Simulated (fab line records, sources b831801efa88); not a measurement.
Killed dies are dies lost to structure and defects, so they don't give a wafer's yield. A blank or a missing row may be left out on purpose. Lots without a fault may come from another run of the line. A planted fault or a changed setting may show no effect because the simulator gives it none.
Which tool did it? | flow gf180mcu | 7 lots, 21 wafers sampled, at 2 steps of a route of 602

WHAT THE GAUGES READ, wafer by wafer
GF_V3_OVL_MEAS_15.
lot  | measured     | on         | V3_OVL (nm)
L812 | day 22 20:53 | overlay-02 | -4 -5 -3
L816 | day 24 13:48 | overlay-01 | 3 4 8
L819 | day 25 10:24 | overlay-01 | -5 -3 -7
L820 | day 26 07:26 | overlay-01 | -1 0 3
L827 | day 28 01:44 | overlay-01 | -11 -6 -7
L829 | day 28 12:59 | overlay-02 | -4 -6 -5
L831 | day 29 04:30 | overlay-01 | 5 1 0

WHICH TOOL RAN EACH LOT (tool, then ch and the chambers of the sampled wafers, then the start)
lot  | GF_V3_CMP_04
L812 | cmp-01 ch 0,3, day 21 21:14
L816 | cmp-02 ch 0,1,2, day 23 15:15
L819 | cmp-02 ch 2,3, day 24 12:11
L820 | cmp-02 ch 1,2,3, day 25 10:35
L827 | cmp-01 ch 0,2,3, day 27 05:20
L829 | cmp-01 ch 0,2,3, day 27 16:52
L831 | cmp-02 ch 1,3, day 28 08:47
- GF_V3_CMP_04: polishes SiO2.

THE ANSWER, worked out from the rows above alone
Rule: what is usual is taken from the lots themselves. Put in order of their means at a reading, lots are off if they are a third of the lots or fewer, leave a main group of 4 or more, and stand apart from it by a gap of 3 or more times the standard deviation of the main group's means; of several such gaps the widest counts. A main group whose means are all the same, to the digits that the tables above print for the reading, isn't used. A lot without any number at a reading at which 4 lots or more have one is off too. The other lots that the step has rows for count as sound.
No lot is off at any reading shown: from this, nothing can be told.

WHAT THE SIMULATOR HAD PUT IN
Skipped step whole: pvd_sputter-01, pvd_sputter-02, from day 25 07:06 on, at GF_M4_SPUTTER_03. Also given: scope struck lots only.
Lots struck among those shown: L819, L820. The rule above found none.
